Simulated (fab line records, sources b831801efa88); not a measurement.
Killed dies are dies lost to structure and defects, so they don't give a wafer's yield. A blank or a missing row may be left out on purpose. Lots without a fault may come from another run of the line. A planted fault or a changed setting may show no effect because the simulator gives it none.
A sampling plan put to the test | flow sfq_line | one fab line, 42 faults that these records tell of, each judged on the records of the lots that it struck
The plan is the line's own looks: the steps of the route at which a gauge or an inspection reads the wafer and doesn't change it. A look can be judged if struck wafers have a number there and the file gives its usual mean and standard deviation on fault-free wafers. Caught: at a look after the fault's first step, the mean of the struck wafers lies 4 or more of those standard deviations (sigma) from the usual mean. On the tool: the same test on the tool's own readings at the fault's steps. Another recipe on the struck wafers, or a record that is blank for them alone, also counts as caught.

THE FAULTS, as the simulator had put them in
1. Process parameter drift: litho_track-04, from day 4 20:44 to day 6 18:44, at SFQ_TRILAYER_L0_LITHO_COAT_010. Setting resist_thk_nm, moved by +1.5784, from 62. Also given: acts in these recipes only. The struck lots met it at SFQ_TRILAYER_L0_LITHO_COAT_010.
2. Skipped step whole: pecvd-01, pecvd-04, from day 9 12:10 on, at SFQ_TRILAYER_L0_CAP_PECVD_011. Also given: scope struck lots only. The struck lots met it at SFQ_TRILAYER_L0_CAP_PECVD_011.
3. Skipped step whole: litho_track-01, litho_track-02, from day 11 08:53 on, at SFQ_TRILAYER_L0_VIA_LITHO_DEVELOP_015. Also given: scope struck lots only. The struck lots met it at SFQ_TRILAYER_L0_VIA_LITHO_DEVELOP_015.
4. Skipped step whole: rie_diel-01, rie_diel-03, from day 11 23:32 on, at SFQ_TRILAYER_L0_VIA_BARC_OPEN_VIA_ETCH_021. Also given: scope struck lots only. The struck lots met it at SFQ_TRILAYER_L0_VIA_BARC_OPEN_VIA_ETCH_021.
5. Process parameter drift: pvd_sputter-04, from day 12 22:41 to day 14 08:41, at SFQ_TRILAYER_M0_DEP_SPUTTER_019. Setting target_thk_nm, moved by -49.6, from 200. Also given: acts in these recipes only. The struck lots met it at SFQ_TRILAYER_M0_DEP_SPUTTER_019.
6. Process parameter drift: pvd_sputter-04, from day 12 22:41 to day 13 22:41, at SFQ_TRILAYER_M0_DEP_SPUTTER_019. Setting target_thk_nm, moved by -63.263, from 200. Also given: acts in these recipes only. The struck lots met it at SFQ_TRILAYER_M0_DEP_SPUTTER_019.
7. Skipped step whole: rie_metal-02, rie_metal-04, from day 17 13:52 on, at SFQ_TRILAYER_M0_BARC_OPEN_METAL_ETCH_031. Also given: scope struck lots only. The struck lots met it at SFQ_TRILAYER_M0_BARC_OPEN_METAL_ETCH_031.
8. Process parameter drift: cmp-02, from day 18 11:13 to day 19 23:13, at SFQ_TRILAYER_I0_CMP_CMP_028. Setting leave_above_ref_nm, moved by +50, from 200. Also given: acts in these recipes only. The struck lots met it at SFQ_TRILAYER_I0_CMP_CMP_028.
9. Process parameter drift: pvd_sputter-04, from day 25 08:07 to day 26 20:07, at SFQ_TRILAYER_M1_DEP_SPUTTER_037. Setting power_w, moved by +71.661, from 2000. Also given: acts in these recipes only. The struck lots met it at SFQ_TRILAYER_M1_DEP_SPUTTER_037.
10. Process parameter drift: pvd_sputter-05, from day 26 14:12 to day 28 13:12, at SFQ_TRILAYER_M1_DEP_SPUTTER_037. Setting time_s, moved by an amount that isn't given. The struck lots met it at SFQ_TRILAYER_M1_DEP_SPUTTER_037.
11. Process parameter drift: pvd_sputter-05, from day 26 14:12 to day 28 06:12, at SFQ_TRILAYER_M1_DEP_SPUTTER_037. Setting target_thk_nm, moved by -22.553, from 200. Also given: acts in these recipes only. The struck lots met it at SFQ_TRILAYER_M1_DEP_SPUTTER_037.
12. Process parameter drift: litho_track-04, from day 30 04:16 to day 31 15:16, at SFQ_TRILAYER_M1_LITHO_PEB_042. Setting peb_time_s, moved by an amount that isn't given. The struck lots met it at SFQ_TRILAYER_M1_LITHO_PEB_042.
13. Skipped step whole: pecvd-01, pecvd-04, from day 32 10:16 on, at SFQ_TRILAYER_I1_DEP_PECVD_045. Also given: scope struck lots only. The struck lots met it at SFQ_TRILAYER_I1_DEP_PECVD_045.
14. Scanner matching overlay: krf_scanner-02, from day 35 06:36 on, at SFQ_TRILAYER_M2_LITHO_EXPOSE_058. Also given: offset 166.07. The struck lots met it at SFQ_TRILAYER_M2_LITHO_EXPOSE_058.
15. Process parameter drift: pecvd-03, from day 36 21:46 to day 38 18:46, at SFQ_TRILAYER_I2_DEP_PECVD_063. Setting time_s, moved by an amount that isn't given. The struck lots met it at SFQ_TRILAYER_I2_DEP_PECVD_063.
16. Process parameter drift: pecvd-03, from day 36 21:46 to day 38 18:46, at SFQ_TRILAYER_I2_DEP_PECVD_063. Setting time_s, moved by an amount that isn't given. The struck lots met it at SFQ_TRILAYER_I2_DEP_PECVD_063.
17. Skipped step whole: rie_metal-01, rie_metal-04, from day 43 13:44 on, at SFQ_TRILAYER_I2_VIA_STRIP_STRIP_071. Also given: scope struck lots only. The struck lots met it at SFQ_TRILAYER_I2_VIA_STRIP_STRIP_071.
18. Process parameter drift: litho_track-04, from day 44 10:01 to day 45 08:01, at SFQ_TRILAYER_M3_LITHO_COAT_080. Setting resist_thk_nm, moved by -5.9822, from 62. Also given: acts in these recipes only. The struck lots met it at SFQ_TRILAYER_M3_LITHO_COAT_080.
19. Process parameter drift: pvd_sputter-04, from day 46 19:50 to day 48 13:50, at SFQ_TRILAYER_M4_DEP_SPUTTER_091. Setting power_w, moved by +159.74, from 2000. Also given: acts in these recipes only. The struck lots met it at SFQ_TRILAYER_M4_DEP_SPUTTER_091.
20. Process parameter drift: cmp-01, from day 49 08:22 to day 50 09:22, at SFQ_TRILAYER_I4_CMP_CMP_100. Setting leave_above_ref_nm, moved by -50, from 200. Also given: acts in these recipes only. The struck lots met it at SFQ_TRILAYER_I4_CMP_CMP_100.
21. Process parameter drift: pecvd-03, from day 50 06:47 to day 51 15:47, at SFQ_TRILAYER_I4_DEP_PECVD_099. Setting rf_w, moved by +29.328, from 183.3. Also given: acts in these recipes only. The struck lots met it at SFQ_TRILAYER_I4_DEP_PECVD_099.
22. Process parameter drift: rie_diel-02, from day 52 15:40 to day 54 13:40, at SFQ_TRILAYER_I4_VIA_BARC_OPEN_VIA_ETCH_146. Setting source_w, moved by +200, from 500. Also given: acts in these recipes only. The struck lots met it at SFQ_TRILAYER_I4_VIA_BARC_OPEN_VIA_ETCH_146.
23. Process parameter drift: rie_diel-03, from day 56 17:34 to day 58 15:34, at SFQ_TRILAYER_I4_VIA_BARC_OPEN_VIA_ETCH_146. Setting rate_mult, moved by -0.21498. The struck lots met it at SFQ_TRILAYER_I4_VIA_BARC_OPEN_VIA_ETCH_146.
24. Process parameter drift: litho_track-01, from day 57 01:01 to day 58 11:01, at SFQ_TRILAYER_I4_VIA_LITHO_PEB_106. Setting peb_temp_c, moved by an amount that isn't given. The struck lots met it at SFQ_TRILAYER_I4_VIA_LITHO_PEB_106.
25. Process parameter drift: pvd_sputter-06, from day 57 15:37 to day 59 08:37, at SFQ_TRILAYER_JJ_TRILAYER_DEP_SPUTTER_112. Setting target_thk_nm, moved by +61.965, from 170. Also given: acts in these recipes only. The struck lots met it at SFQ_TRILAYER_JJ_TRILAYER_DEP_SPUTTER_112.
26. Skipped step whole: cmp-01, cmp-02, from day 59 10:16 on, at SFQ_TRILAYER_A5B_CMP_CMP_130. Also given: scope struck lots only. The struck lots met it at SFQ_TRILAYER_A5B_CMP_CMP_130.
27. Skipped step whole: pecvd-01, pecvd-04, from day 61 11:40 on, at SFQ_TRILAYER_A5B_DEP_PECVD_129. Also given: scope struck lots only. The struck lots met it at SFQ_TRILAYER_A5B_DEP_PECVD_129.
28. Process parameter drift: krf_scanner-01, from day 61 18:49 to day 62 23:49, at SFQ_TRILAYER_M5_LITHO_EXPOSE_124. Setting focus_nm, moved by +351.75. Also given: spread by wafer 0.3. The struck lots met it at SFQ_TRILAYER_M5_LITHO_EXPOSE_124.
29. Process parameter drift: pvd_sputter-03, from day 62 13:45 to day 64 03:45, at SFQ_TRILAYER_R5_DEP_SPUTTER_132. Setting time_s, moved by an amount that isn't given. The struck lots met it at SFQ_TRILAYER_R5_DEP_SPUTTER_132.
30. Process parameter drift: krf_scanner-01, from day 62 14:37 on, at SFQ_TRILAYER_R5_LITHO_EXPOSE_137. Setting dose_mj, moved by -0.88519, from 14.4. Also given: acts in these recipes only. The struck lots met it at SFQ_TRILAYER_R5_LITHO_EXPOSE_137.
31. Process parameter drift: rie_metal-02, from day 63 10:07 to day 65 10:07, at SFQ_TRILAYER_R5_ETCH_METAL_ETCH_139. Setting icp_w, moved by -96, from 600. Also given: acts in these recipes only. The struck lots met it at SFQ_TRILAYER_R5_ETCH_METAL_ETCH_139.
32. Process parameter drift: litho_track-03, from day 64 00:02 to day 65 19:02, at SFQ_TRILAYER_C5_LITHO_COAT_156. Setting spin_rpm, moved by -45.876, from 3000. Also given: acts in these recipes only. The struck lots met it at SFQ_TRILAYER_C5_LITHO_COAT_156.
33. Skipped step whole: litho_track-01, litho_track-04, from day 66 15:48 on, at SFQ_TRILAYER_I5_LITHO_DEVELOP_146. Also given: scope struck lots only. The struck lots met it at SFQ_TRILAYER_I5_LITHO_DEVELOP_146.
34. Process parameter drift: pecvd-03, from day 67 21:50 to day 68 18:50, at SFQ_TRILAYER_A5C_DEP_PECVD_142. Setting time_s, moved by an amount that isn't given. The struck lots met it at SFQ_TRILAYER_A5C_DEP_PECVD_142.
35. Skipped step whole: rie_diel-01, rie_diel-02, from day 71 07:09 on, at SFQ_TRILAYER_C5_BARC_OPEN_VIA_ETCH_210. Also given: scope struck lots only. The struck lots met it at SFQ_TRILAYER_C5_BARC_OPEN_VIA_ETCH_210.
36. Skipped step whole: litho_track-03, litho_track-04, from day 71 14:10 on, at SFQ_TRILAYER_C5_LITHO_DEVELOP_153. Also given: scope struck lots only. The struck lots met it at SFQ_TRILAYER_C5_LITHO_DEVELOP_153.
37. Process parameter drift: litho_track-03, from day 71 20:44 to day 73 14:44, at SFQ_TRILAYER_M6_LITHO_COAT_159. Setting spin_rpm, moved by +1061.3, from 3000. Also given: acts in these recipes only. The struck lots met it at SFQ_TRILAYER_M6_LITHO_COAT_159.
38. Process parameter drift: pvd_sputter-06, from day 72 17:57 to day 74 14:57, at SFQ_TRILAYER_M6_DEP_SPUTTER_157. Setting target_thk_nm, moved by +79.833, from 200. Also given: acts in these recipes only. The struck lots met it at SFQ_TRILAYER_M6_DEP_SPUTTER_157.
39. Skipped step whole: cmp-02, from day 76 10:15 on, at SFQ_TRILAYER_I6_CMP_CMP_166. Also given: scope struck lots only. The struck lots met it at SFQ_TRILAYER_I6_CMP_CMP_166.
40. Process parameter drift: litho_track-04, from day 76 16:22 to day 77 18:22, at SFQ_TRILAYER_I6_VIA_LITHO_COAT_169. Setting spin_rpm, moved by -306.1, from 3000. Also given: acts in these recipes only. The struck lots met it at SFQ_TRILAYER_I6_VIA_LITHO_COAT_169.
41. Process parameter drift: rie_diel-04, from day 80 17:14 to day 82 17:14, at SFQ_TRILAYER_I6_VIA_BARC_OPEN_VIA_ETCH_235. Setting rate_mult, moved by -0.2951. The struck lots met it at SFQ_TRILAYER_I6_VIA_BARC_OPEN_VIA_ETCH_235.
42. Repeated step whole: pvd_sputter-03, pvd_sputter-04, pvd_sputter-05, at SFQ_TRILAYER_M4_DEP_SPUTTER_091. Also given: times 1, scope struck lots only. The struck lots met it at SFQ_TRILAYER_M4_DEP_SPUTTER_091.

WHAT THE PLAN SAW
fault | on the tool itself                               | first look that catches it                      | reading, sigma                                  | median hours from its first step to that look | hours from the fault's start to the first struck lot there | judged looks passed uncaught
1     | no reading that can be judged                    | no look after it can be judged                  | -                                               | -                                             | -                                                          | 0
2     | the tool's record is blank for the struck wafers | not the one look that can be judged after it    | -                                               | -                                             | -                                                          | 1
3     | no reading that can be judged                    | no look after it can be judged                  | -                                               | -                                             | -                                                          | 0
4     | the tool's record is blank for the struck wafers | no look after it can be judged                  | -                                               | -                                             | -                                                          | 0
5     | under 2 sigma                                    | SFQ_M0_RS_MEAS_904                              | M0_NB_RS +38                                    | 0.1                                           | 7                                                          | 0
6     | under 2 sigma                                    | SFQ_M0_RS_MEAS_904                              | M0_NB_RS +54                                    | 0.1                                           | 7                                                          | 0
7     | the tool's record is blank for the struck wafers | no look after it can be judged                  | -                                               | -                                             | -                                                          | 0
8     | time_to_endpoint_s -4.4 sigma                    | not the one look that can be judged after it    | -                                               | -                                             | -                                                          | 1
9     | cathode_dc_power_W +99 or beyond sigma           | none of the 5 looks that can be judged after it | strongest: M1_NB_RS at SFQ_M1_RS_MEAS_909, -2.4 | -                                             | -                                                          | 5
10    | under 2 sigma                                    | SFQ_M1_RS_MEAS_909                              | M1_NB_RS -10                                    | 0.1                                           | 12                                                         | 0
11    | under 2 sigma                                    | SFQ_M1_RS_MEAS_909                              | M1_NB_RS +10                                    | 0.1                                           | 12                                                         | 0
12    | no reading that can be judged                    | not the one look that can be judged after it    | -                                               | -                                             | -                                                          | 1
13    | the tool's record is blank for the struck wafers | no look after it can be judged                  | -                                               | -                                             | -                                                          | 0
14    | no reading that can be judged                    | SFQ_M2_OVL_MEAS_916                             | M2_OVL +22                                      | 1.3                                           | 21                                                         | 0
15    | run_length_s +58 sigma                           | none of the 2 looks that can be judged after it | -                                               | -                                             | -                                                          | 2
16    | run_length_s -20 sigma                           | no look after it can be judged                  | -                                               | -                                             | -                                                          | 0
17    | no reading that can be judged                    | none of the 5 looks that can be judged after it | -                                               | -                                             | -                                                          | 5
18    | no reading that can be judged                    | no look after it can be judged                  | -                                               | -                                             | -                                                          | 0
19    | cathode_dc_power_W +99 or beyond sigma           | SFQ_M4_RS_MEAS_924                              | M4_NB_RS -7.4                                   | 0.1                                           | 3                                                          | 0
20    | time_to_endpoint_s +4.1 sigma                    | no look after it can be judged                  | -                                               | -                                             | -                                                          | 0
21    | rf_fwd_power_W +48 sigma                         | no look after it can be judged                  | -                                               | -                                             | -                                                          | 0
22    | rf_fwd_power_W +99 or beyond sigma               | no look after it can be judged                  | -                                               | -                                             | -                                                          | 0
23    | under 2 sigma                                    | no look after it can be judged                  | -                                               | -                                             | -                                                          | 0
24    | heater_power_total_W +43 sigma                   | not the one look that can be judged after it    | -                                               | -                                             | -                                                          | 1
25    | under 2 sigma                                    | SFQ_JJ_RS_MEAS_929                              | JJ_NB_RS -21                                    | 0.1                                           | 2                                                          | 0
26    | the tool's record is blank for the struck wafers | no look after it can be judged                  | -                                               | -                                             | -                                                          | 0
27    | the tool's record is blank for the struck wafers | none of the 5 looks that can be judged after it | -                                               | -                                             | -                                                          | 5
28    | no reading that can be judged                    | none of the 5 looks that can be judged after it | -                                               | -                                             | -                                                          | 5
29    | under 2 sigma                                    | no look after it can be judged                  | -                                               | -                                             | -                                                          | 0
30    | exposure_dose_mJ_cm2 -67 sigma                   | none of the 4 looks that can be judged after it | -                                               | -                                             | -                                                          | 4
31    | rf_fwd_power_W -37 sigma                         | none of the 4 looks that can be judged after it | -                                               | -                                             | -                                                          | 4
32    | spin_speed_rpm -23 sigma                         | not the one look that can be judged after it    | -                                               | -                                             | -                                                          | 1
33    | no reading that can be judged                    | no look after it can be judged                  | -                                               | -                                             | -                                                          | 0
34    | under 2 sigma                                    | no look after it can be judged                  | -                                               | -                                             | -                                                          | 0
35    | the tool's record is blank for the struck wafers | no look after it can be judged                  | -                                               | -                                             | -                                                          | 0
36    | no reading that can be judged                    | no look after it can be judged                  | -                                               | -                                             | -                                                          | 0
37    | spin_speed_rpm +99 or beyond sigma               | not the one look that can be judged after it    | -                                               | -                                             | -                                                          | 1
38    | under 2 sigma                                    | SFQ_M6_RS_MEAS_938                              | M6_NB_RS -35                                    | 0.1                                           | 14                                                         | 0
39    | the tool's record is blank for the struck wafers | not the one look that can be judged after it    | -                                               | -                                             | -                                                          | 1
40    | spin_speed_rpm -99 or beyond sigma               | not the one look that can be judged after it    | -                                               | -                                             | -                                                          | 1
41    | under 2 sigma                                    | no look after it can be judged                  | -                                               | -                                             | -                                                          | 0
42    | under 2 sigma                                    | SFQ_M4_RS_MEAS_924                              | M4_NB_RS -53                                    | 0.4                                           | -                                                          | 0
A dash: the fault isn't caught, or these records don't give the number.

Caught at a look: 9 of 42. Caught on the tool: 22 of 42. By one or the other: 30 of 42.
Caught on the tool alone: faults 2, 4, 7, 8, 9, 13, 15, 16, 20, 21, 22, 24, 26, 27, 30, 31, 32, 35, 37, 39, 40.
Caught at a look alone: faults 5, 6, 10, 11, 14, 25, 38, 42.
Caught by neither: faults 1, 3, 12, 17, 18, 23, 28, 29, 33, 34, 36, 41.

THINNER SAMPLING
If the look that catches a fault measured only every second or every third lot, by lot number, the first struck lot would be measured this late in the worst case:
fault | struck lots at that look, in order of time | every lot | every second lot | every third lot
5     | L713, L715                                 | 7 h       | may miss all 2   | may miss all 2
6     | L285, L287                                 | 7 h       | may miss all 2   | may miss all 2
10    | L857, L858                                 | 12 h      | 38 h             | may miss all 2
11    | L798, L799                                 | 12 h      | 38 h             | may miss all 2
14    | L268, L269, L270, L277                     | 21 h      | 23 h             | 29 h
19    | L699, L701                                 | 3 h       | may miss all 2   | may miss all 2
25    | L908, L909, L911                           | 2 h       | 5 h              | may miss all 3
38    | L812, L813                                 | 14 h      | 20 h             | may miss all 2
Hours are from the fault's start to the first struck lot that is measured. The limit of 4 sigma was tested on all struck wafers together, so one lot alone may lie under it. Other struck lots may not be in these records.

THE LONGEST TIMED WAY FROM STEP TO LOOK
Fault 14: a median of 1.3 hours passes between SFQ_TRILAYER_M2_LITHO_EXPOSE_058 and SFQ_M2_OVL_MEAS_916. No look between them can be judged.
